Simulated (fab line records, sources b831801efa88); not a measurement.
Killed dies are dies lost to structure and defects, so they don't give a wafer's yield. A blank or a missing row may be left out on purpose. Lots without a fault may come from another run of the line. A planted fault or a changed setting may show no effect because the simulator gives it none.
fab line records | flow sky130
record lots=11 wafers=33 last_day=50
route steps=708 shown VT_ADJUST_LVTN@118 LI_CONTACT@362 METAL2@501 VIA2@529
lots that met no fault: from a run of the same line without faults
start_h: hours from the record's first day to the start of the lot's first wafer shown | wait_h: hours since the lot's step before | " the same as in the row above | L1.1+2: a row that stands for several wafers | - no value, or no start given | * or withheld: withheld | < > ~ a bound
route shown NAME@n: a module of which the file shows steps, and the number in the route of the first | usual: mean/standard deviation of fault-free wafers | same: alike in all rows | chamber/n: place in a boat | sites: the reading at each site | _std_site: their standard deviation | _edge_site: outer sites' mean less inner sites' | radius_mm: how far each site lies from the wafer's centre | mask NAME#n: copy n | behind: the tool/chamber that last shaped the wafer | hold: why the lot was held/for how many hours/how that ended | device: the transistor (n, p or np) that didn't switch | end of line: the same wafers' tests at the end of the route | a step without rows: its recipe alone | killed: dies lost to structure and defects at the first sort, not the wafer's yield | map: a wafer's dies, x killed, . not, _ none there
set.NAME: the setting as run; set.NAME@STEP: as run at that earlier step | model.NAME: the simulator's own value behind a step, which no gauge read
steps of the route over a sample of lots; a table a step, a row a wafer
services: from which hour (start_h, from the record's first day; less than 0 if before it) a tool's chamber was out of use, for how many hours, and why
## steps
# step SKY_VT_ADJUST_LVTN_TW_MEAS_21
# usual VT_ADJUST_LVTN_2_TW=189.6/1.8
# columns lot.wafer tool chamber start_h wait_h VT_ADJUST_LVTN_2_TW
L362.2 film_metro-04 - 160.56 0.1 187.4
L362.4 " - " " 187.7
L362.6 " - " " 187.6
L363.1 film_metro-03 - 168.89 0.1 191.0
L363.2 " - " " 191.4
L363.5 " - " " 191.3
L364.3 film_metro-03 - 177.27 0.1 191.0
L364.4 " - " " 190.6
L364.6 " - " " 190.2
L365.2 film_metro-03 - 181.52 0.1 189.8
L365.3 " - " " 191.0
L365.6 " - " " 190.7
L366.1 film_metro-03 - 188.01 0.1 191.2
L366.5 " - " " 189.9
L366.6 " - " " 190.5
L367.1 film_metro-03 - 192.61 0.1 189.3
L367.2 " - " " 191.2
L367.3 " - " " 191.2
L370.1 film_metro-03 - 226.59 0.1 190.2
L370.4 " - " " 191.9
L370.5 " - " " 190.4
L376.3 film_metro-04 - 261.23 0.1 189.5
L376.4 " - " " 190.0
L376.5 " - " " 189.2
L379.1 film_metro-03 - 281.65 0.1 191.5
L379.5 " - " " 190.6
L379.6 " - " " 190.7
L383.3 film_metro-03 - 302.82 0.1 192.0
L383.4 " - " " 191.3
L383.5 " - " " 191.2
L384.2 film_metro-04 - 310.65 0.1 189.7
L384.4 " - " " 190.5
L384.5 " - " " 190.8
# step SKY_LI_CONTACT_HDPCVD_00
# recipe material=PSG target_thk_nm=930 sigma_open_frac=0.3 time_s=155 temp_c=600 sih4_flow_sccm=60 pressure_mtorr=6
# usual pressure_mtorr=6.001/0.012 sih4_flow_sccm=60.00/0.17
# same time_s=155
# columns lot.wafer tool chamber start_h wait_h pressure_mtorr sih4_flow_sccm
L362.2 hdpcvd-02 1 644.82 0.0 6.010 59.95
L362.4 " 0 " " 6.011 60.06
L362.6 " 2 " " 6.000 60.11
L363.1 hdpcvd-02 0 655.95 0.1 6.003 59.63
L363.2 " 2 " " 6.010 59.87
L363.5 " 2 " " 5.988 60.04
L364.3 hdpcvd-01 0 665.97 0.0 6.022 59.85
L364.4 " 0 " " 6.001 59.81
L364.6 " 2 " " 6.002 60.29
L365.2 hdpcvd-01 1 680.03 0.0 5.991 59.81
L365.3 " 2 " " 5.999 60.07
L365.6 " 2 " " 5.998 59.91
L366.1 hdpcvd-02 2 680.82 0.0 6.005 59.65
L366.5 " 0 " " 5.990 60.09
L366.6 " 1 " " 6.013 60.11
L367.1 hdpcvd-02 2 691.90 0.0 6.019 59.88
L367.2 " 1 " " 5.984 60.21
L367.3 " 0 " " 5.996 59.92
L370.1 hdpcvd-01 2 732.06 0.0 5.985 59.99
L370.4 " 2 " " 5.999 60.14
L370.5 " 1 " " 5.984 60.34
L376.3 hdpcvd-01 1 765.43 0.0 6.009 60.31
L376.4 " 2 " " 5.983 71.81
L376.5 " 1 " " 6.017 60.02
L379.1 hdpcvd-02 2 790.82 0.0 5.989 60.00
L379.5 " 1 " " 6.004 60.06
L379.6 " 2 " " 6.005 60.08
L383.3 hdpcvd-02 0 815.02 0.0 5.999 60.10
L383.4 " 2 " " 5.970 59.91
L383.5 " 1 " " 5.986 60.17
L384.2 hdpcvd-02 0 821.80 0.0 5.989 59.84
L384.4 " 1 " " 5.991 60.15
L384.5 " 2 " " 6.019 59.97
# step SKY_LI_CONTACT_THK_MEAS_01
# recipe reads=PSG_of_LI_CONTACT_HDPCVD_00
# usual LI_CONTACT_HDPCVD_THK=930/11
# columns lot.wafer tool chamber start_h wait_h LI_CONTACT_HDPCVD_THK[nm]
L362.2 film_metro-04 - 644.94 0.1 938
L362.4 " - " " 938
L362.6 " - " " 918
L363.1 film_metro-01 - 656.05 0.1 935
L363.2 " - " " 924
L363.5 " - " " 922
L364.3 film_metro-02 - 666.10 0.1 931
L364.4 " - " " 924
L364.6 " - " " 918
L365.2 film_metro-02 - 680.14 0.1 922
L365.3 " - " " 922
L365.6 " - " " 921
L366.1 film_metro-01 - 680.93 0.1 934
L366.5 " - " " 945
L366.6 " - " " 955
L367.1 film_metro-01 - 692.00 0.1 924
L367.2 " - " " 921
L367.3 " - " " 923
L370.1 film_metro-02 - 732.16 0.1 919
L370.4 " - " " 926
L370.5 " - " " 931
L376.3 film_metro-02 - 765.55 0.1 934
L376.4 " - " " 1114
L376.5 " - " " 938
L379.1 film_metro-01 - 790.93 0.1 927
L379.5 " - " " 937
L379.6 " - " " 922
L383.3 film_metro-02 - 815.14 0.1 941
L383.4 " - " " 931
L383.5 " - " " 938
L384.2 film_metro-02 - 821.91 0.1 935
L384.4 " - " " 933
L384.5 " - " " 924
# step SKY_LI_CONTACT_CMP_02
# recipe material=PSG down_force_psi=4 platen_rpm=60 pad_velocity_m_s=0.94248
# usual motor_current_A=12.1/0.92 time_to_endpoint_s=33.0/2.5
# columns lot.wafer tool chamber start_h wait_h motor_current_A time_to_endpoint_s
L362.2 cmp-01 3 645.09 0.1 11.6 33.2
L362.4 " 0 " " 11.7 35.3
L362.6 " 2 " " 12.0 28.6
L363.1 cmp-02 3 656.11 0.1 13.5 35.5
L363.2 " 2 " " 11.1 34.7
L363.5 " 0 " " 14.0 32.7
L364.3 cmp-02 0 666.19 0.1 13.5 33.3
L364.4 " 1 " " 10.5 38.2
L364.6 " 0 " " 13.5 34.6
L365.2 cmp-02 2 680.19 0.0 11.3 32.6
L365.3 " 3 " " 12.5 34.7
L365.6 " 3 " " 13.6 33.6
L366.1 cmp-01 2 680.99 0.1 11.7 28.2
L366.5 " 2 " " 12.5 30.6
L366.6 " 3 " " 11.3 35.4
L367.3 cmp-01 3 692.06 0.0 11.4 32.5
L367.1 " 1 " " 12.5 31.3
L367.2 " 2 " " 12.1 27.5
L370.4 cmp-01 0 732.27 0.1 11.6 32.2
L370.1 " 1 " " 12.6 30.7
L370.5 " 3 " " 11.4 32.2
L376.4 cmp-01 3 765.59 0.0 11.8 48.1
L376.3 " 0 " " 11.8 35.2
L376.5 " 3 " " 11.5 30.9
L379.1 cmp-02 0 791.46 0.5 13.5 29.0
L379.5 " 3 " " 13.2 35.4
L379.6 " 0 " " 13.4 31.0
L383.4 cmp-01 2 815.18 0.0 12.5 29.3
L383.3 " 0 " " 11.6 33.5
L383.5 " 2 " " 12.1 29.0
L384.4 cmp-01 2 822.01 0.1 11.7 30.2
L384.2 " 0 " " 12.5 34.5
L384.5 " 1 " " 12.2 30.3
# step SKY_METAL2_ETCH_18
# recipe chemistry=N2/H2 target=BARC ion_energy_ev=200 bias_w=100 pressure_mtorr=30 n2_flow_sccm=100 h2_flow_sccm=200 icp_w=500 stop_on=SiO2 time_s=45.9 target_depth_a=600
# usual bias_w=99.95/0.3 drypump_motor_current_A=5.7/0.45 he_backside_leak_sccm=3.35/0.18 oes_product_au=0.855/0.0048 throttle_valve_pct=13.226/0.0086
# same time_s=45.9
# columns lot.wafer tool chamber start_h wait_h bias_w drypump_motor_current_A he_backside_leak_sccm oes_product_au rf_hours_counter_h throttle_valve_pct
L362.2 rie_metal-02 0 818.24 0.0 99.53 6.1 3.43 0.848 6 13.213
L362.4 " 0 " " 100.10 6.0 3.37 0.851 - 13.229
L362.6 " 0 " " 99.87 6.0 3.35 0.854 - 13.242
L363.1 rie_metal-04 0 827.87 0.0 99.57 5.8 3.05 0.845 9 13.249
L363.2 " 1 " " 99.75 5.1 3.66 0.847 2 13.217
L363.5 " 0 " " 99.27 5.8 3.26 0.852 - 13.221
L364.3 rie_metal-04 1 836.69 0.0 99.92 5.1 3.74 0.856 - 13.234
L364.4 " 0 " " 100.19 5.8 3.15 0.856 - 13.222
L364.6 " 0 " " 99.59 5.7 3.17 0.857 - 13.216
L365.2 rie_metal-03 0 850.06 0.0 100.60 6.6 3.21 0.847 9 13.222
L365.3 " 1 " " 100.33 5.3 3.32 0.851 - 13.219
L365.6 " 1 " " 100.36 5.3 3.45 0.845 - 13.223
L366.1 rie_metal-04 1 851.04 0.0 100.01 5.1 3.39 0.863 4 13.217
L366.5 " 0 " " 99.69 5.7 3.50 0.856 - 13.228
L366.6 " 1 " " 99.72 5.1 3.58 0.855 - 13.223
L367.1 rie_metal-03 1 860.51 0.0 99.78 5.3 3.24 0.865 12 13.218
L367.2 " 0 " " 99.90 6.5 2.82 0.858 10 13.224
L367.3 " 0 " " 100.14 6.6 3.21 0.852 - 13.212
L370.1 rie_metal-02 0 899.39 0.0 99.82 6.1 3.14 0.845 11 13.232
L370.4 " 1 " " 99.89 5.7 3.34 0.854 - 13.224
L370.5 " 0 " " 99.61 6.1 3.50 0.855 - 13.234
L376.3 rie_metal-03 1 930.23 0.0 99.47 5.3 3.19 0.857 - 13.225
L376.4 " 0 " " 99.67 6.6 3.02 0.854 - 13.231
L376.5 " 0 " " 99.50 6.5 3.26 0.851 - 13.230
L379.1 rie_metal-02 0 954.74 0.0 100.00 6.0 2.96 0.853 14 13.235
L379.5 " 1 " " 100.15 5.7 3.40 0.850 - 13.221
L379.6 " 0 " " 99.41 6.0 3.17 0.857 - 13.231
L383.3 rie_metal-04 1 975.40 0.0 99.86 5.1 3.43 0.852 - 13.222
L383.4 " 0 " " 100.42 5.7 3.28 0.856 - 13.221
L383.5 " 0 " " 100.21 5.8 3.43 0.857 - 13.224
L384.2 rie_metal-04 1 981.72 0.0 100.00 5.1 3.63 0.851 9 13.241
L384.4 " 0 " " 100.13 5.8 3.52 0.849 - 13.219
L384.5 " 1 " " 99.89 5.1 3.70 0.852 - 13.227
# step SKY_VIA2_RS_MEAS_22
# recipe thk_meas_gauge=four-point-probe reads=W_of_VIA2_CVD_21+TiN_of_VIA2_SPUTTER_20
# usual VIA2_W_RS=0.2717/0.0028
# columns lot.wafer tool chamber start_h wait_h VIA2_W_RS[ohm/sq]
L362.2 film_metro-04 - 846.46 0.2 0.2690
L362.4 " - " " 0.2725
L362.6 " - " " 0.2731
L363.1 film_metro-03 - 856.28 0.2 0.2686
L363.2 " - " " 0.2683
L363.5 " - " " 0.2682
L364.3 film_metro-02 - 864.26 0.1 0.2687
L364.4 " - " " 0.2689
L364.6 " - " " 0.2711
L365.2 film_metro-03 - 879.62 0.1 0.2696
L365.3 " - " " 0.2682
L365.6 " - " " 0.2707
L366.1 film_metro-02 - 879.75 0.1 0.2704
L366.5 " - " " 0.2663
L366.6 " - " " 0.2719
L367.1 film_metro-03 - 888.85 0.1 0.2715
L367.2 " - " " 0.2738
L367.3 " - " " 0.2756
L370.1 film_metro-03 - 926.25 0.1 0.2720
L370.4 " - " " 0.2735
L370.5 " - " " 0.2762
L376.3 film_metro-03 - 957.09 0.1 0.2730
L376.4 " - " " 0.2685
L376.5 " - " " 0.2693
L379.1 film_metro-02 - 981.04 0.1 0.2697
L379.5 " - " " 0.2691
L379.6 " - " " 0.2730
L383.3 film_metro-03 - 1000.89 0.1 0.2743
L383.4 " - " " 0.2745
L383.5 " - " " 0.2721
L384.2 film_metro-04 - 1007.86 0.1 0.2692
L384.4 " - " " 0.2774
L384.5 " - " " 0.2702
## services
# columns tool chamber start_h hours kind
hdpcvd-02 - 625.10 5.1 repair
cmp-02 - 625.26 8.2 repair
cmp-02 - 631.19 0.4 repair
cmp-01 - 639.64 4.6 pm
hdpcvd-01 - 650.75 15.0 pm
cmp-01 - 670.00 0.5 repair
hdpcvd-01 - 699.00 2.8 pm
cmp-01 - 744.00 4.0 pm
cmp-02 - 757.73 29.8 repair
cmp-02 - 758.33 2.1 repair
cmp-02 - 761.70 1.3 repair
cmp-01 - 787.75 11.1 pm
rie_metal-04 1 788.64 4.6 repair
hdpcvd-02 0 794.24 6.1 repair
cmp-02 - 798.86 5.2 pm
hdpcvd-01 2 816.12 8.1 repair
hdpcvd-02 1 826.56 9.7 repair
hdpcvd-01 1 842.77 21.3 repair
hdpcvd-01 2 849.69 4.6 repair
cmp-02 - 868.03 1.3 repair
cmp-01 - 869.91 0.9 repair
hdpcvd-02 - 891.84 1.9 repair
cmp-02 - 912.00 4.0 pm
hdpcvd-02 - 950.25 15.0 pm
## key
first_sign step=SKY_LI_CONTACT_HDPCVD_00 reading=sih4_flow_sccm direction=up sigmas=70 usual=60.00 struck=71.81
effect step=SKY_LI_CONTACT_THK_MEAS_01 reading=LI_CONTACT_HDPCVD_THK direction=up sigmas=17 usual=930 struck=1114
effect step=SKY_LI_CONTACT_CMP_02 reading=time_to_endpoint_s direction=up sigmas=6 usual=* struck=*
met_at SKY_LI_CONTACT_HDPCVD_00
struck_lots L376
struck_wafers L376.4
tester_left_out L376
not_acting_at SKY_VT_ADJUST_LVTN_TW_MEAS_21,SKY_METAL2_ETCH_18,SKY_VIA2_RS_MEAS_22
onset_between 732.06 765.43
fault kind=process_parameter_drift tool=hdpcvd-01 chamber=2 onset_h=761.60 steps=SKY_LI_CONTACT_HDPCVD_00 channel=sih4_flow_sccm offset=12 shape=step end_h=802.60 acts_in=these_recipes_only stated=60
# tester_left_out: of these lots the tester's yield and bins aren't shown, on N5 and GAA mostly nor the transistor test; their killed dies are dies lost to structure and defects alone, not to doping, threshold or leakage, so they don't give the yield
